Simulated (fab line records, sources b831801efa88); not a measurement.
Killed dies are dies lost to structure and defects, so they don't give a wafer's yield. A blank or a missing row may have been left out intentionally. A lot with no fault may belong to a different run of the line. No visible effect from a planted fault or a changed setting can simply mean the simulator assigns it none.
fab line records | flow gf180mcu
[record] lots = 24 wafers = 72 lastDay = 34
route steps=602 shown V2@396 M3@415 V3@447 M4@456
lots untouched by any fault: they come from a run of this same line in which no faults occurred
startH: the number of hours between the record's first day and the start of the first shown wafer of the lot | waitH: hours from the lot's prior step to this one | " as in the row above | L1.1+2: a single row standing in for several wafers | - no value present, or no start provided | * or withheld: withheld | < > ~ a bound
route shown NAME@n: NAME is a module with steps in the file, n the number in the route of the first one | usual: the fault-free wafers' mean and standard deviation | same: alike in all rows | chamber/n: place in a boat | sites: each site's reading | _std_site: standard deviation of those values | _edge_site: inner sites' mean taken away from outer sites' mean | radiusMm: for every site, how far away it sits from the centre of the wafer | mask NAME#n: copy n | behind: the last tool/chamber to shape the wafer | hold: why the lot was held/for how many hours/how that ended | device: the n, p or np transistor that did not switch | end of line: tests run on the same wafers once the route is complete | step lacking rows: just its recipe | killed: count of dies lost to structure and defects at first sort (not the wafer's yield) | map: dies across one wafer; x = killed, . = not, _ = none there
set.NAME: the setting that was run; set.NAME@STEP: the one run at that earlier step | model.NAME: the simulator's own value behind a step, which no gauge read
route steps across a sampled set of lots; one table per step, one row per wafer
services: the hour from which a tool's chamber was out of use, counted from the record's first day as startH (under 0 if before that day), plus the number of hours and why
[[steps]]
[step GF_V2_CD_MEAS_14]
[recipe] targetCdNm = 260
[usual] cdNm = 259.6/1.4
// columns lot.wafer tool chamber startH waitH cdNm
L074.1 cdSem-01 - 462.66 0.1 260.1
L074.3 " - " " 260.1
L074.5 " - " " 260.1
L075.1 cdSem-01 - 469.89 0.1 257.4
L075.2 " - " " 257.6
L075.3 " - " " 257.2
L076.1 cdSem-01 - 482.15 0.1 260.1
L076.2 " - " " 259.5
L076.3 " - " " 259.6
L077.4 cdSem-01 - 492.38 0.1 259.2
L077.5 " - " " 258.9
L077.6 " - " " 258.4
L078.1 cdSem-02 - 499.60 0.1 258.6
L078.2 " - " " 259.8
L078.5 " - " " 260.3
L079.2 cdSem-01 - 510.86 0.1 260.9
L079.3 " - " " 261.9
L079.5 " - " " 261.9
L080.1 cdSem-02 - 519.72 0.1 257.3
L080.3 " - " " 258.8
L080.5 " - " " 258.4
L081.1 cdSem-02 - 524.74 0.1 259.8
L081.2 " - " " 259.4
L081.4 " - " " 259.8
L082.1 cdSem-02 - 536.74 0.1 259.2
L082.4 " - " " 258.3
L082.5 " - " " 257.4
L083.1 cdSem-02 - 539.99 0.1 259.8
L083.2 " - " " 259.7
L083.5 " - " " 261.1
L084.2 cdSem-02 - 553.59 0.1 256.8
L084.5 " - " " 256.4
L084.6 " - " " 256.6
L085.3 cdSem-01 - 555.29 0.1 258.2
L085.4 " - " " 257.1
L085.5 " - " " 259.2
L086.4 cdSem-02 - 576.43 0.1 261.4
L086.5 " - " " 260.3
L086.6 " - " " 260.7
L087.2 cdSem-02 - 577.66 0.1 260.6
L087.3 " - " " 261.3
L087.4 " - " " 261.0
L088.1 cdSem-01 - 582.70 0.1 261.0
L088.4 " - " " 260.4
L088.5 " - " " 261.1
L089.1 cdSem-02 - 597.45 0.1 260.5
L089.4 " - " " 258.5
L089.5 " - " " 259.2
L090.2 cdSem-02 - 599.86 0.1 261.1
L090.4 " - " " 260.7
L090.6 " - " " 261.6
L091.1 cdSem-02 - 606.97 0.1 260.7
L091.5 " - " " 260.9
L091.6 " - " " 260.8
L092.3 cdSem-01 - 616.71 0.1 262.1
L092.4 " - " " 261.9
L092.5 " - " " 263.5
L093.2 cdSem-02 - 627.79 0.1 261.6
L093.4 " - " " 260.5
L093.6 " - " " 261.6
L094.1 cdSem-01 - 629.49 0.1 260.5
L094.3 " - " " 260.4
L094.4 " - " " 261.5
L096.2 cdSem-02 - 643.14 0.1 260.1
L096.3 " - " " 261.7
L096.5 " - " " 259.3
L095.1 cdSem-02 - 645.92 0.1 257.6
L095.5 " - " " 258.3
L095.6 " - " " 258.0
L097.1 cdSem-02 - 646.36 0.2 257.8
L097.3 " - " " 258.4
L097.5 " - " " 258.7
[step GF_V2_OVL_MEAS_15]
[usual] V2_OVL = -2/5.9
// columns lot.wafer tool chamber startH waitH V2_OVL[nm]
L074.1 overlay-02 - 462.78 0.1 14
L074.3 " - " " 6
L074.5 " - " " 1
L075.1 overlay-02 - 470.01 0.1 -2
L075.2 " - " " -11
L075.3 " - " " 0
L076.1 overlay-01 - 482.27 0.1 0
L076.2 " - " " 4
L076.3 " - " " -4
L077.4 overlay-01 - 492.46 0.1 -4
L077.5 " - " " -7
L077.6 " - " " -11
L078.1 overlay-02 - 499.72 0.1 -7
L078.2 " - " " -14
L078.5 " - " " -2
L079.2 overlay-02 - 510.97 0.1 -9
L079.3 " - " " -12
L079.5 " - " " -7
L080.1 overlay-01 - 519.84 0.1 1
L080.3 " - " " 4
L080.5 " - " " 6
L081.1 overlay-01 - 524.86 0.1 3
L081.2 " - " " 0
L081.4 " - " " -3
L082.1 overlay-02 - 536.86 0.1 -12
L082.4 " - " " -3
L082.5 " - " " -14
L083.1 overlay-02 - 540.11 0.1 7
L083.2 " - " " -2
L083.5 " - " " 2
L084.2 overlay-01 - 553.69 0.1 4
L084.5 " - " " 5
L084.6 " - " " 8
L085.3 overlay-01 - 555.39 0.1 0
L085.4 " - " " -3
L085.5 " - " " -1
L086.4 overlay-01 - 576.51 0.1 -14
L086.5 " - " " -6
L086.6 " - " " -1
L087.2 overlay-01 - 577.77 0.1 2
L087.3 " - " " 5
L087.4 " - " " 0
L088.1 overlay-01 - 582.82 0.1 -5
L088.4 " - " " -7
L088.5 " - " " -6
L089.1 overlay-01 - 597.57 0.1 -4
L089.4 " - " " -3
L089.5 " - " " 4
L090.2 overlay-02 - 599.97 0.1 4
L090.4 " - " " 2
L090.6 " - " " 3
L091.1 overlay-01 - 607.09 0.1 -7
L091.5 " - " " -6
L091.6 " - " " -9
L092.3 overlay-01 - 616.80 0.1 16
L092.4 " - " " 0
L092.5 " - " " 7
L093.2 overlay-01 - 627.89 0.1 -3
L093.4 " - " " -4
L093.6 " - " " -2
L094.1 overlay-02 - 629.61 0.1 -1
L094.3 " - " " -1
L094.4 " - " " -1
L096.2 overlay-02 - 643.24 0.1 4
L096.3 " - " " 7
L096.5 " - " " 6
L095.1 overlay-02 - 646.04 0.1 -4
L095.5 " - " " -5
L095.6 " - " " -3
L097.1 overlay-02 - 646.48 0.1 -5
L097.3 " - " " 0
L097.5 " - " " 1
[step GF_M3_THK_MEAS_06]
[recipe] thkMeasGauge = xrf reads = AlCu_of_M3_SPUTTER_02
[usual] M3_ALCU_THK = 444/5
// columns lot.wafer tool chamber startH waitH M3_ALCU_THK[nm]
L074.1 filmMetro-04 - 464.51 0.1 439
L074.3 " - " " 448
L074.5 " - " " 449
L075.1 filmMetro-02 - 471.78 0.1 445
L075.2 " - " " 445
L075.3 " - " " 439
L076.1 filmMetro-04 - 484.17 0.1 440
L076.2 " - " " 440
L076.3 " - " " 441
L077.4 filmMetro-04 - 494.21 0.1 442
L077.5 " - " " 437
L077.6 " - " " 445
L078.1 filmMetro-03 - 503.17 0.1 455
L078.2 " - " " 449
L078.5 " - " " 453
L079.2 filmMetro-04 - 512.96 0.1 447
L079.3 " - " " 437
L079.5 " - " " 440
L080.1 filmMetro-04 - 521.59 0.1 442
L080.3 " - " " 441
L080.5 " - " " 442
L081.1 filmMetro-02 - 526.59 0.1 438
L081.2 " - " " 439
L081.4 " - " " 438
L082.1 filmMetro-03 - 538.59 0.1 442
L082.4 " - " " 444
L082.5 " - " " 446
L083.1 filmMetro-04 - 541.84 0.1 447
L083.2 " - " " 448
L083.5 " - " " 445
L084.2 filmMetro-04 - 555.44 0.1 450
L084.5 " - " " 449
L084.6 " - " " 447
L085.3 filmMetro-02 - 557.13 0.1 452
L085.4 " - " " 451
L085.5 " - " " 450
L086.4 filmMetro-04 - 578.36 0.1 449
L086.5 " - " " 451
L086.6 " - " " 452
L087.2 filmMetro-04 - 579.92 0.1 446
L087.3 " - " " 442
L087.4 " - " " 441
L088.1 filmMetro-02 - 584.59 0.1 448
L088.4 " - " " 452
L088.5 " - " " 443
L089.1 filmMetro-03 - 599.30 0.1 445
L089.4 " - " " 453
L089.5 " - " " 440
L090.2 filmMetro-04 - 601.70 0.1 441
L090.4 " - " " 441
L090.6 " - " " 444
L091.1 filmMetro-03 - 608.82 0.1 452
L091.5 " - " " 447
L091.6 " - " " 449
L092.3 filmMetro-02 - 618.54 0.1 438
L092.4 " - " " 442
L092.5 " - " " 437
L093.2 filmMetro-03 - 629.64 0.1 448
L093.4 " - " " 451
L093.6 " - " " 448
L094.1 filmMetro-03 - 631.37 0.1 440
L094.3 " - " " 449
L094.4 " - " " 443
L096.2 filmMetro-02 - 644.98 0.1 443
L096.3 " - " " 444
L096.5 " - " " 437
L095.1 filmMetro-02 - 647.78 0.1 441
L095.5 " - " " 443
L095.6 " - " " 438
L097.1 filmMetro-02 - 648.21 0.1 437
L097.3 " - " " 446
L097.5 " - " " 442
[step GF_V3_STRIP_18]
[recipe] chemistry = O2/N2 powerW = 1400 pressureMtorr = 1500 platenTempC = 250 o2FlowSccm = 3000 n2FlowSccm = 300 overashFraction = 0.5
[usual] drypumpMotorCurrentA = 5.9/0.33 heaterPowerW = 330/15 oesProductAu = 0.593/0.0051
// columns lot.wafer tool chamber startH waitH drypumpMotorCurrentA heaterPowerW oesProductAu rfHoursCounterH
L074.1 plasmaAsher-01 0 513.40 - 5.5 320 0.599 43
L074.3 " 1 " " 5.6 326 0.600 -
L074.5 " 1 " " 5.6 330 0.588 -
L075.1 plasmaAsher-01 1 519.91 - 5.6 340 0.599 43
L075.2 " 0 " " 5.5 320 0.596 43
L075.3 " 0 " " 5.5 323 0.595 -
L076.1 plasmaAsher-03 0 532.16 - 5.5 307 0.592 73
L076.2 " 1 " " 6.7 361 0.604 73
L076.3 " 0 " " 5.5 305 0.610 -
L077.4 plasmaAsher-02 0 543.26 - 6.0 348 0.598 -
L077.5 " 1 " " 5.9 326 0.600 -
L077.6 " 0 " " 6.0 344 0.604 -
L078.1 plasmaAsher-02 1 550.45 - 5.9 323 0.592 94
L078.2 " 0 " " 5.9 340 0.593 94
L078.5 " 0 " " 5.9 337 0.593 -
L079.2 plasmaAsher-01 0 559.80 - 5.5 314 0.590 48
L079.3 " 0 " " 5.5 329 0.591 -
L079.5 " 1 " " 5.7 340 0.593 -
L080.1 plasmaAsher-01 0 568.13 - 5.5 327 0.584 49
L080.3 " 1 " " 5.6 325 0.592 -
L080.5 " 1 " " 5.6 338 0.595 -
L081.1 plasmaAsher-02 1 572.16 - 5.9 314 0.591 96
L081.2 " 0 " " 6.0 332 0.603 96
L081.4 " 1 " " 5.9 322 0.587 -
L082.1 plasmaAsher-02 0 584.86 - 6.0 339 0.583 97
L082.4 " 0 " " 6.0 344 0.583 -
L082.5 " 1 " " 5.9 317 0.600 -
L083.1 plasmaAsher-01 0 586.13 - 5.6 321 0.590 50
L083.2 " 1 " " 5.6 339 0.596 50
L083.5 " 1 " " 5.6 329 0.589 -
L084.2 plasmaAsher-02 1 599.48 - 6.0 316 0.598 98
L084.5 " 0 " " 6.0 347 0.590 -
L084.6 " 1 " " 5.9 318 0.592 -
L085.3 plasmaAsher-02 1 601.84 - 5.9 323 0.592 -
L085.4 " 0 " " 6.0 334 0.595 -
L085.5 " 1 " " 5.9 320 0.590 -
L086.4 plasmaAsher-02 0 621.04 - 6.0 343 0.594 -
L086.5 " 1 " " 5.9 321 0.594 -
L086.6 " 0 " " 6.0 335 0.585 -
L087.2 plasmaAsher-02 1 622.60 - 5.9 320 0.598 101
L087.3 " 1 " " 5.9 316 0.589 -
L087.4 " 0 " " 6.0 336 0.586 -
L088.1 plasmaAsher-01 1 627.40 - 5.6 332 0.592 55
L088.4 " 1 " " 5.6 331 0.594 -
L088.5 " 0 " " 5.5 321 0.591 -
L089.1 plasmaAsher-02 0 641.24 - 6.0 340 0.597 103
L089.4 " 1 " " 5.9 319 0.597 -
L089.5 " 0 " " 6.0 338 0.591 -
L090.2 plasmaAsher-03 0 644.11 - 5.4 306 0.589 85
L090.4 " 1 " " 6.7 360 0.589 -
L090.6 " 0 " " 5.4 303 0.592 -
L091.1 plasmaAsher-02 0 650.71 - 6.0 344 0.594 104
L091.5 " 1 " " 5.9 320 0.598 -
L091.6 " 0 " " 6.0 343 0.585 -
L092.3 plasmaAsher-03 0 659.98 - 5.5 305 0.599 -
L092.4 " 1 " " 6.6 363 0.594 -
L092.5 " 0 " " 5.5 313 0.583 -
L093.2 plasmaAsher-02 0 669.66 - 6.0 341 0.588 106
L093.4 " 1 " " 5.9 319 0.595 -
L093.6 " 1 " " 5.9 323 0.597 -
L094.1 plasmaAsher-03 1 672.01 - 6.7 363 0.594 88
L094.3 " 1 " " 6.7 363 0.592 -
L094.4 " 0 " " 5.5 307 0.597 -
L096.2 plasmaAsher-02 1 685.51 - 5.9 324 0.584 107
L096.3 " 1 " " 5.9 329 0.587 -
L096.5 " 0 " " 6.0 335 0.585 -
L095.1 plasmaAsher-03 1 687.28 - 6.7 363 0.586 89
L095.5 " 0 " " 5.5 306 0.593 -
L095.6 " 1 " " 6.7 367 0.599 -
L097.1 plasmaAsher-02 1 688.28 - 5.9 321 0.590 108
L097.3 " 0 " " 6.0 338 0.592 -
L097.5 " 1 " " 5.9 321 0.594 -
[step GF_V3_SPUTTER_21]
[recipe] material = Ti targetThkNm = 15 chamberPressurePa = 5 powerW = 2500 substrateTempC = 200 timeS = 80.02
[usual] throttleValvePct = 29.7/0.9
// columns lot.wafer tool chamber startH waitH throttleValvePct
L074.1 pvdSputter-03 - 513.94 0.0 28.9
L074.3 " - " " 30.6
L074.5 " - " " 28.3
L075.1 pvdSputter-01 - 520.44 0.0 30.0
L075.2 " - " " 29.8
L075.3 " - " " 28.4
L076.1 pvdSputter-02 - 532.69 0.0 29.3
L076.2 " - " " 30.6
L076.3 " - " " 29.1
L077.4 pvdSputter-02 - 543.77 0.0 28.9
L077.5 " - " " 29.2
L077.6 " - " " 29.1
L078.1 pvdSputter-02 - 551.02 0.0 29.8
L078.2 " - " " 30.8
L078.5 " - " " 30.8
L079.2 pvdSputter-03 - 560.34 0.0 30.5
L079.3 " - " " 30.6
L079.5 " - " " 30.4
L080.1 pvdSputter-01 - 568.66 0.0 28.3
L080.3 " - " " 31.0
L080.5 " - " " 31.3
L081.1 pvdSputter-01 - 572.70 0.0 31.1
L081.2 " - " " 30.3
L081.4 " - " " 28.3
L082.1 pvdSputter-02 - 585.43 0.0 29.5
L082.4 " - " " 29.4
L082.5 " - " " 30.5
L083.1 pvdSputter-02 - 586.69 0.0 30.0
L083.2 " - " " 30.8
L083.5 " - " " 29.2
L084.2 pvdSputter-02 - 600.01 0.0 29.8
L084.5 " - " " 29.9
L084.6 " - " " 29.2
L085.3 pvdSputter-01 - 602.34 0.0 28.1
L085.4 " - " " 30.9
L085.5 " - " " 29.7
L086.4 pvdSputter-02 - 621.54 0.0 30.9
L086.5 " - " " 29.1
L086.6 " - " " 29.7
L087.2 pvdSputter-03 - 623.17 0.0 30.2
L087.3 " - " " 30.6
L087.4 " - " " 28.3
L088.1 pvdSputter-01 - 627.94 0.0 28.5
L088.4 " - " " 29.7
L088.5 " - " " 30.4
L089.1 pvdSputter-03 - 642.11 0.0 28.0
L089.4 " - " " 28.8
L089.5 " - " " 30.5
L090.2 pvdSputter-01 - 644.74 0.0 31.0
L090.4 " - " " 28.5
L090.6 " - " " 29.4
L091.1 pvdSputter-03 - 651.24 0.0 30.6
L091.5 " - " " 30.4
L091.6 " - " " 30.8
L092.3 pvdSputter-03 - 660.48 0.0 30.6
L092.4 " - " " 28.2
L092.5 " - " " 30.5
L093.2 pvdSputter-03 - 670.22 0.0 30.5
L093.4 " - " " 28.1
L093.6 " - " " 30.5
L094.1 pvdSputter-01 - 672.55 0.0 29.7
L094.3 " - " " 28.4
L094.4 " - " " 30.2
L096.2 pvdSputter-02 - 686.04 0.0 30.8
L096.3 " - " " 28.8
L096.5 " - " " 29.2
L095.1 pvdSputter-01 - 687.81 0.0 30.1
L095.5 " - " " 30.8
L095.6 " - " " 28.3
L097.1 pvdSputter-02 - 688.81 0.0 29.3
L097.3 " - " " 30.1
L097.5 " - " " 29.3
[step GF_M4_SPUTTER_00]
[recipe] material = Ti targetThkNm = 37.5 arrivingIonEnergyEv = 80 substrateTempC = 200 chamberPressurePa = 2 powerW = 4000 timeS = 150
[usual] throttleValvePct = 29.5/1.1
// columns lot.wafer tool chamber startH waitH throttleValvePct
L074.1 pvdSputter-03 - 514.63 0.1 28.2
L074.3 " - " " 30.6
L074.5 " - " " 28.7
L075.1 pvdSputter-01 - 521.14 0.2 29.5
L075.2 " - " " 30.1
L075.3 " - " " 31.0
L076.1 pvdSputter-03 - 533.66 0.2 28.6
L076.2 " - " " 30.8
L076.3 " - " " 28.1
L077.4 pvdSputter-01 - 544.74 0.2 28.2
L077.5 " - " " 28.4
L077.6 " - " " 31.1
L078.1 pvdSputter-03 - 551.71 0.2 31.0
L078.2 " - " " 28.2
L078.5 " - " " 28.0
L079.2 pvdSputter-04 - 561.03 0.2 29.4
L079.3 " - " " 31.2
L079.5 " - " " 29.5
L080.1 pvdSputter-03 - 569.36 0.1 28.8
L080.3 " - " " 30.8
L080.5 " - " " 28.5
L081.1 pvdSputter-04 - 573.41 0.1 29.2
L081.2 " - " " 29.3
L081.4 " - " " 29.0
L082.1 pvdSputter-04 - 586.22 0.1 29.6
L082.4 " - " " 27.5
L082.5 " - " " 30.9
L083.1 pvdSputter-01 - 587.59 0.1 31.2
L083.2 " - " " 30.0
L083.5 " - " " 30.8
L084.2 pvdSputter-01 - 600.70 0.1 28.4
L084.5 " - " " 29.6
L084.6 " - " " 30.2
L085.3 pvdSputter-04 - 603.04 0.2 29.1
L085.4 " - " " 31.0
L085.5 " - " " 27.9
L086.4 pvdSputter-01 - 622.23 0.2 30.9
L086.5 " - " " 28.2
L086.6 " - " " 30.3
L087.2 pvdSputter-04 - 623.86 0.1 29.3
L087.3 " - " " 29.3
L087.4 " - " " 28.0
L088.1 pvdSputter-03 - 628.64 0.1 30.7
L088.4 " - " " 30.3
L088.5 " - " " 28.1
L089.1 pvdSputter-01 - 642.81 0.2 29.6
L089.4 " - " " 30.3
L089.5 " - " " 29.5
L090.2 pvdSputter-04 - 645.43 0.2 31.2
L090.4 " - " " 29.4
L090.6 " - " " 31.1
L091.1 pvdSputter-04 - 651.94 0.1 29.8
L091.5 " - " " 27.6
L091.6 " - " " 29.4
L092.3 pvdSputter-04 - 661.18 0.2 31.0
L092.4 " - " " 29.3
L092.5 " - " " 31.1
L093.2 pvdSputter-01 - 670.91 0.1 31.0
L093.4 " - " " 28.2
L093.6 " - " " 29.4
L094.1 pvdSputter-04 - 673.24 0.2 29.4
L094.3 " - " " 27.8
L094.4 " - " " 30.8
L096.2 pvdSputter-04 - 686.74 0.1 29.6
L096.3 " - " " 30.8
L096.5 " - " " 29.3
L095.1 pvdSputter-01 - 688.50 0.2 28.2
L095.5 " - " " 28.3
L095.6 " - " " 31.0
L097.1 pvdSputter-01 - 689.50 0.1 30.8
L097.3 " - " " 30.3
L097.5 " - " " 31.0
[[services]]
// columns tool chamber startH hours kind
pvdSputter-02 - 490.24 11.6 repair
pvdSputter-01 - 490.63 29.3 repair
pvdSputter-02 - 493.61 2.9 repair
pvdSputter-04 - 496.23 25.0 repair
pvdSputter-03 0 502.95 - consumableReplace:kit
pvdSputter-03 0 502.95 18.0 scheduledDown
pvdSputter-03 0 502.95 18.0 ventCycle
plasmaAsher-02 - 507.87 0.4 repair
pvdSputter-02 - 509.66 1.7 repair
pvdSputter-02 - 529.79 2.6 repair
plasmaAsher-02 - 561.68 1.5 repair
plasmaAsher-02 - 561.79 3.4 repair
pvdSputter-04 2 565.78 - consumableReplace:kit
pvdSputter-01 - 573.15 4.4 repair
pvdSputter-01 2 581.52 - consumableReplace:kit
pvdSputter-01 2 581.52 18.0 scheduledDown
pvdSputter-01 2 581.52 18.0 ventCycle
plasmaAsher-03 - 615.71 10.0 repair
plasmaAsher-01 - 629.21 0.7 repair
pvdSputter-03 3 644.03 - consumableReplace:kit
pvdSputter-03 3 644.03 18.0 scheduledDown
pvdSputter-03 3 644.03 18.0 ventCycle
plasmaAsher-02 - 644.12 1.4 repair
pvdSputter-03 - 678.57 12.1 repair
[[key]]
fault none
